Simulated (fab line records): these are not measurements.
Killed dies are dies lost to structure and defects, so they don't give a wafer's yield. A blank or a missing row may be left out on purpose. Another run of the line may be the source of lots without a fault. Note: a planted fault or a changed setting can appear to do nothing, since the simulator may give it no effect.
Which tool was responsible? || flow sky130 || Sampling: 11 lots, 33 wafers, 6 of 708 route steps

== WHAT THE GAUGES READ, wafer by wafer ==
SKY_NWELL_TW_MEAS_26.
{"lot": "L244", "measured": "day 5 16:47", "on": "film metro-03", "NWELL_2_TW": "498 497 498"}
{"lot": "L245", "measured": "day 6 08:59", "on": "film metro-03", "NWELL_2_TW": "501 497 498"}
{"lot": "L249", "measured": "day 7 03:35", "on": "film metro-04", "NWELL_2_TW": "505 505 506"}
{"lot": "L250", "measured": "day 7 07:23", "on": "film metro-03", "NWELL_2_TW": "498 497 499"}
{"lot": "L254", "measured": "day 8 04:04", "on": "film metro-04", "NWELL_2_TW": "505 503 501"}
{"lot": "L255", "measured": "day 8 10:02", "on": "film metro-04", "NWELL_2_TW": "504 501 502"}
{"lot": "L257", "measured": "day 9 03:20", "on": "film metro-01", "NWELL_2_TW": "489 488 490"}
{"lot": "L258", "measured": "day 9 08:05", "on": "film metro-03", "NWELL_2_TW": "503 503 501"}
{"lot": "L259", "measured": "day 9 13:11", "on": "film metro-03", "NWELL_2_TW": "503 501 503"}
{"lot": "L260", "measured": "day 10 12:44", "on": "film metro-04", "NWELL_2_TW": "506 507 505"}
{"lot": "L264", "measured": "day 11 00:53", "on": "film metro-01", "NWELL_2_TW": "489 489 490"}

SKY_VT_ADJUST_HVTR_CD_MEAS_07: the cd target is 380 nm.
{"lot": "L244", "measured": "day 9 17:50", "on": "cd sem-01", "cd nm (nm)": "376.8 375.4 374.4"}
{"lot": "L245", "measured": "day 10 12:37", "on": "cd sem-02", "cd nm (nm)": "378.8 378.0 380.7"}
{"lot": "L249", "measured": "day 11 16:08", "on": "cd sem-01", "cd nm (nm)": "379.5 379.2 381.8"}
{"lot": "L250", "measured": "day 11 18:59", "on": "cd sem-01", "cd nm (nm)": "378.4 379.6 378.9"}
{"lot": "L254", "measured": "day 12 21:56", "on": "cd sem-02", "cd nm (nm)": "380.0 380.1 381.3"}
{"lot": "L255", "measured": "day 13 06:38", "on": "cd sem-01", "cd nm (nm)": "383.3 383.1 383.2"}
{"lot": "L257", "measured": "day 14 00:43", "on": "cd sem-02", "cd nm (nm)": "380.0 379.0 377.8"}
{"lot": "L258", "measured": "day 14 07:53", "on": "cd sem-02", "cd nm (nm)": "390.5 390.6 391.5"}
{"lot": "L259", "measured": "day 14 12:24", "on": "cd sem-01", "cd nm (nm)": "389.9 390.9 388.8"}
{"lot": "L260", "measured": "day 15 19:18", "on": "cd sem-01", "cd nm (nm)": "376.8 380.4 380.3"}
{"lot": "L264", "measured": "day 16 10:07", "on": "cd sem-01", "cd nm (nm)": "382.5 380.3 379.4"}

SKY_VT_ADJUST_HVTR_TW_MEAS_11.
{"lot": "L244", "measured": "day 9 18:15", "on": "film metro-03", "VT_ADJUST_HVTR_TW": "213.8 212.7 212.7"}
{"lot": "L245", "measured": "day 10 13:01", "on": "film metro-03", "VT_ADJUST_HVTR_TW": "211.7 211.7 211.1"}
{"lot": "L249", "measured": "day 11 16:32", "on": "film metro-04", "VT_ADJUST_HVTR_TW": "215.2 215.6 215.3"}
{"lot": "L250", "measured": "day 11 19:23", "on": "film metro-04", "VT_ADJUST_HVTR_TW": "215.8 214.5 216.3"}
{"lot": "L254", "measured": "day 12 22:21", "on": "film metro-01", "VT_ADJUST_HVTR_TW": "207.6 206.5 207.6"}
{"lot": "L255", "measured": "day 13 07:02", "on": "film metro-03", "VT_ADJUST_HVTR_TW": "210.6 210.8 210.3"}
{"lot": "L257", "measured": "day 14 01:06", "on": "film metro-03", "VT_ADJUST_HVTR_TW": "212.8 211.5 212.7"}
{"lot": "L258", "measured": "day 14 08:16", "on": "film metro-03", "VT_ADJUST_HVTR_TW": "212.9 211.3 211.6"}
{"lot": "L259", "measured": "day 14 12:47", "on": "film metro-04", "VT_ADJUST_HVTR_TW": "216.1 214.6 213.7"}
{"lot": "L260", "measured": "day 15 19:42", "on": "film metro-03", "VT_ADJUST_HVTR_TW": "212.1 211.4 213.7"}
{"lot": "L264", "measured": "day 16 10:30", "on": "film metro-04", "VT_ADJUST_HVTR_TW": "215.9 214.5 215.7"}

== EACH LOT AND THE TOOL THAT RAN IT (in order: tool; ch and the chambers of the sampled wafers; start) ==
{"lot": "L244", "SKY_VT_ADJUST_LVTN_STRIP_09": "plasma asher-02 ch 0,1, day 7 04:29", "SKY_VT_ADJUST_HVTR_COAT_02": "litho track-02 ch 0, day 9 06:23", "SKY_VT_ADJUST_HVTR_STRIP_10": "plasma asher-03 ch 0,1, day 9 18:09"}
{"lot": "L245", "SKY_VT_ADJUST_LVTN_STRIP_09": "plasma asher-04 ch 0,1, day 7 22:14", "SKY_VT_ADJUST_HVTR_COAT_02": "litho track-04 ch 0, day 10 01:58", "SKY_VT_ADJUST_HVTR_STRIP_10": "plasma asher-02 ch 0,1, day 10 12:54"}
{"lot": "L249", "SKY_VT_ADJUST_LVTN_STRIP_09": "plasma asher-02 ch 0,1, day 8 20:29", "SKY_VT_ADJUST_HVTR_COAT_02": "litho track-01 ch 0, day 11 03:50", "SKY_VT_ADJUST_HVTR_STRIP_10": "plasma asher-03 ch 0,1, day 11 16:26"}
{"lot": "L250", "SKY_VT_ADJUST_LVTN_STRIP_09": "plasma asher-02 ch 0,1, day 8 23:59", "SKY_VT_ADJUST_HVTR_COAT_02": "litho track-01 ch 0, day 11 06:50", "SKY_VT_ADJUST_HVTR_STRIP_10": "plasma asher-01 ch 0,1, day 11 19:17"}
{"lot": "L254", "SKY_VT_ADJUST_LVTN_STRIP_09": "plasma asher-04 ch 0,1, day 9 22:11", "SKY_VT_ADJUST_HVTR_COAT_02": "litho track-02 ch 0, day 12 09:20", "SKY_VT_ADJUST_HVTR_STRIP_10": "plasma asher-02 ch 0,1, day 12 22:15"}
{"lot": "L255", "SKY_VT_ADJUST_LVTN_STRIP_09": "plasma asher-01 ch 0,1, day 10 06:14", "SKY_VT_ADJUST_HVTR_COAT_02": "litho track-02 ch 0, day 12 18:20", "SKY_VT_ADJUST_HVTR_STRIP_10": "plasma asher-02 ch 0,1, day 13 06:56"}
{"lot": "L257", "SKY_VT_ADJUST_LVTN_STRIP_09": "plasma asher-02 ch 0,1, day 10 23:17", "SKY_VT_ADJUST_HVTR_COAT_02": "litho track-04 ch 0, day 13 11:40", "SKY_VT_ADJUST_HVTR_STRIP_10": "plasma asher-02 ch 0,1, day 14 00:59"}
{"lot": "L258", "SKY_VT_ADJUST_LVTN_STRIP_09": "plasma asher-04 ch 0,1, day 11 05:10", "SKY_VT_ADJUST_HVTR_COAT_02": "litho track-02 ch 0, day 13 18:38", "SKY_VT_ADJUST_HVTR_STRIP_10": "plasma asher-01 ch 0,1, day 14 08:11"}
{"lot": "L259", "SKY_VT_ADJUST_LVTN_STRIP_09": "plasma asher-04 ch 0,1, day 11 09:22", "SKY_VT_ADJUST_HVTR_COAT_02": "litho track-02 ch 0, day 13 23:26", "SKY_VT_ADJUST_HVTR_STRIP_10": "plasma asher-02 ch 0,1, day 14 12:42"}
{"lot": "L260", "SKY_VT_ADJUST_LVTN_STRIP_09": "plasma asher-04 ch 0,1, day 12 14:05", "SKY_VT_ADJUST_HVTR_COAT_02": "litho track-04 ch 0, day 15 05:16", "SKY_VT_ADJUST_HVTR_STRIP_10": "plasma asher-01 ch 0,1, day 15 19:35"}
{"lot": "L264", "SKY_VT_ADJUST_LVTN_STRIP_09": "plasma asher-02 ch 0, day 13 02:43", "SKY_VT_ADJUST_HVTR_COAT_02": "litho track-04 ch 0, day 15 19:25", "SKY_VT_ADJUST_HVTR_STRIP_10": "plasma asher-03 ch 0,1, day 16 10:23"}
- SKY_VT_ADJUST_LVTN_STRIP_09: strips in O2/N2.
- SKY_VT_ADJUST_HVTR_COAT_02: resist thk 1140 nm.
- SKY_VT_ADJUST_HVTR_STRIP_10: strips in O2/N2.

== WHAT THE TOOLS THEMSELVES READ (means of the sampled wafers that have a number; where no wafer has one, the mark that the record gives instead) ==
SKY_VT_ADJUST_LVTN_STRIP_09.
{"lot": "L244", "tool": "plasma asher-02", "chamber pressure mTorr (mTorr)": 1500.4, "drypump motor current A (A)": 5.95, "o2 flow sccm (sccm)": 2998, "oes product au (a.u.)": 0.718, "strip time to endpoint s (s)": 36.88}
{"lot": "L245", "tool": "plasma asher-04", "chamber pressure mTorr (mTorr)": 1500.3, "drypump motor current A (A)": 5.96, "o2 flow sccm (sccm)": 2995, "oes product au (a.u.)": 0.725, "strip time to endpoint s (s)": 36.96}
{"lot": "L249", "tool": "plasma asher-02", "chamber pressure mTorr (mTorr)": 1500.4, "drypump motor current A (A)": 5.86, "o2 flow sccm (sccm)": 2992, "oes product au (a.u.)": 0.727, "strip time to endpoint s (s)": 36.94}
{"lot": "L250", "tool": "plasma asher-02", "chamber pressure mTorr (mTorr)": 1499.5, "drypump motor current A (A)": 5.85, "o2 flow sccm (sccm)": 2996, "oes product au (a.u.)": 0.723, "strip time to endpoint s (s)": 36.83}
{"lot": "L254", "tool": "plasma asher-04", "chamber pressure mTorr (mTorr)": 1500.2, "drypump motor current A (A)": 6.10, "o2 flow sccm (sccm)": 3003, "oes product au (a.u.)": 0.722, "strip time to endpoint s (s)": 36.90}
{"lot": "L255", "tool": "plasma asher-01", "chamber pressure mTorr (mTorr)": 1498.1, "drypump motor current A (A)": 5.84, "o2 flow sccm (sccm)": 3006, "oes product au (a.u.)": 0.726, "strip time to endpoint s (s)": 36.77}
{"lot": "L257", "tool": "plasma asher-02", "chamber pressure mTorr (mTorr)": 1500.7, "drypump motor current A (A)": 5.84, "o2 flow sccm (sccm)": 2991, "oes product au (a.u.)": 0.727, "strip time to endpoint s (s)": 36.95}
{"lot": "L258", "tool": "plasma asher-04", "chamber pressure mTorr (mTorr)": 1500.8, "drypump motor current A (A)": 6.11, "o2 flow sccm (sccm)": 2991, "oes product au (a.u.)": 0.724, "strip time to endpoint s (s)": 37.04}
{"lot": "L259", "tool": "plasma asher-04", "chamber pressure mTorr (mTorr)": 1500.2, "drypump motor current A (A)": 6.10, "o2 flow sccm (sccm)": 3002, "oes product au (a.u.)": 0.726, "strip time to endpoint s (s)": 37.12}
{"lot": "L260", "tool": "plasma asher-04", "chamber pressure mTorr (mTorr)": 1498.9, "drypump motor current A (A)": 5.95, "o2 flow sccm (sccm)": 2983, "oes product au (a.u.)": 0.720, "strip time to endpoint s (s)": 36.83}
{"lot": "L264", "tool": "plasma asher-02", "chamber pressure mTorr (mTorr)": 1501.3, "drypump motor current A (A)": 6.05, "o2 flow sccm (sccm)": 2991, "oes product au (a.u.)": 0.716, "strip time to endpoint s (s)": 36.91}

SKY_VT_ADJUST_HVTR_COAT_02.
{"lot": "L244", "tool": "litho track-02", "spin speed rpm (rpm)": 3000.5}
{"lot": "L245", "tool": "litho track-04", "spin speed rpm (rpm)": 3002.2}
{"lot": "L249", "tool": "litho track-01", "spin speed rpm (rpm)": 2999.6}
{"lot": "L250", "tool": "litho track-01", "spin speed rpm (rpm)": 3000.5}
{"lot": "L254", "tool": "litho track-02", "spin speed rpm (rpm)": 3003.3}
{"lot": "L255", "tool": "litho track-02", "spin speed rpm (rpm)": 3000.7}
{"lot": "L257", "tool": "litho track-04", "spin speed rpm (rpm)": 2997.9}
{"lot": "L258", "tool": "litho track-02", "spin speed rpm (rpm)": 3529.7}
{"lot": "L259", "tool": "litho track-02", "spin speed rpm (rpm)": 3532.7}
{"lot": "L260", "tool": "litho track-04", "spin speed rpm (rpm)": 3001.9}
{"lot": "L264", "tool": "litho track-04", "spin speed rpm (rpm)": 2998.3}

SKY_VT_ADJUST_HVTR_STRIP_10.
{"lot": "L244", "tool": "plasma asher-03", "chamber pressure mTorr (mTorr)": 1499.9, "drypump motor current A (A)": 5.7, "o2 flow sccm (sccm)": 3000, "oes product au (a.u.)": 0.719, "strip time to endpoint s (s)": 14.16}
{"lot": "L245", "tool": "plasma asher-02", "chamber pressure mTorr (mTorr)": 1499.9, "drypump motor current A (A)": 6.0, "o2 flow sccm (sccm)": 3001, "oes product au (a.u.)": 0.718, "strip time to endpoint s (s)": 14.18}
{"lot": "L249", "tool": "plasma asher-03", "chamber pressure mTorr (mTorr)": 1498.8, "drypump motor current A (A)": 5.4, "o2 flow sccm (sccm)": 3005, "oes product au (a.u.)": 0.715, "strip time to endpoint s (s)": 14.19}
{"lot": "L250", "tool": "plasma asher-01", "chamber pressure mTorr (mTorr)": 1500.8, "drypump motor current A (A)": 5.8, "o2 flow sccm (sccm)": 3004, "oes product au (a.u.)": 0.716, "strip time to endpoint s (s)": 14.18}
{"lot": "L254", "tool": "plasma asher-02", "chamber pressure mTorr (mTorr)": 1500.7, "drypump motor current A (A)": 6.0, "o2 flow sccm (sccm)": 2987, "oes product au (a.u.)": 0.714, "strip time to endpoint s (s)": 14.24}
{"lot": "L255", "tool": "plasma asher-02", "chamber pressure mTorr (mTorr)": 1499.6, "drypump motor current A (A)": 5.9, "o2 flow sccm (sccm)": 2997, "oes product au (a.u.)": 0.717, "strip time to endpoint s (s)": 14.20}
{"lot": "L257", "tool": "plasma asher-02", "chamber pressure mTorr (mTorr)": 1499.8, "drypump motor current A (A)": 6.0, "o2 flow sccm (sccm)": 2998, "oes product au (a.u.)": 0.713, "strip time to endpoint s (s)": 14.18}
{"lot": "L258", "tool": "plasma asher-01", "chamber pressure mTorr (mTorr)": 1500.4, "drypump motor current A (A)": 5.8, "o2 flow sccm (sccm)": 3006, "oes product au (a.u.)": 0.711, "strip time to endpoint s (s)": 13.15}
{"lot": "L259", "tool": "plasma asher-02", "chamber pressure mTorr (mTorr)": 1499.7, "drypump motor current A (A)": 5.8, "o2 flow sccm (sccm)": 3008, "oes product au (a.u.)": 0.719, "strip time to endpoint s (s)": 13.13}
{"lot": "L260", "tool": "plasma asher-01", "chamber pressure mTorr (mTorr)": 1500.5, "drypump motor current A (A)": 6.0, "o2 flow sccm (sccm)": 3007, "oes product au (a.u.)": 0.718, "strip time to endpoint s (s)": 14.22}
{"lot": "L264", "tool": "plasma asher-03", "chamber pressure mTorr (mTorr)": 1499.7, "drypump motor current A (A)": 5.4, "o2 flow sccm (sccm)": 3005, "oes product au (a.u.)": 0.717, "strip time to endpoint s (s)": 14.24}

== THE ANSWER, worked out from the rows above alone ==
Rule: what is usual is taken from the lots themselves. Put in order of their means at a reading, lots are off if they are a third of the lots or fewer, leave a main group of 4 or more, and stand apart from it by a gap of 3 or more times the standard deviation of the main group's means; of several such gaps the widest counts. If all means in a main group match to the digits the tables above print for the reading, that group is not used. Also off: a lot with no number at a reading for which 4 or more lots have one. Where the step has rows for the other lots, those lots are counted as sound. The gauges are gone through in route order, then the tools' own readings, and for those a lot's mean is taken as printed above. The first step at which some lot is off is used, and at that step the reading that is off furthest; a lot without a number counts as furthest.
Off: L258, L259, at SKY_VT_ADJUST_HVTR_CD_MEAS_07 (cd nm). Main group: mean 379.6 nm, sd 1.9.
A tool fits if, at a process step before that reading, it ran every lot that is off, and no sound lot after the first of them. Not tried: the gauges at SKY_VT_ADJUST_HVTR_CD_MEAS_07; whatever is off there is also off at SKY_VT_ADJUST_HVTR_COAT_02, on other tools, and gauge error can't account for it. One fits: litho track-02 at SKY_VT_ADJUST_HVTR_COAT_02. Its last sound lot is L255 (day 12 18:20), its first lot that is off L258 (day 13 18:38): a fault that began between those two fits.
The tool's own readings at SKY_VT_ADJUST_HVTR_COAT_02 bear it out: on the lots that are off they differ by more than 5 times the standard deviation of the sound lots' means. spin speed rpm reads 3531.2 rpm there against 3000.5 rpm on the sound lots.

== WHAT THE SIMULATOR HAD INSERTED ==
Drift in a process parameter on litho track-02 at SKY_VT_ADJUST_HVTR_COAT_02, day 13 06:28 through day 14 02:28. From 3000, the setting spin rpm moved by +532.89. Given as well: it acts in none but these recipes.
Struck lots among those shown: L258, L259. Same finding as the rule above.
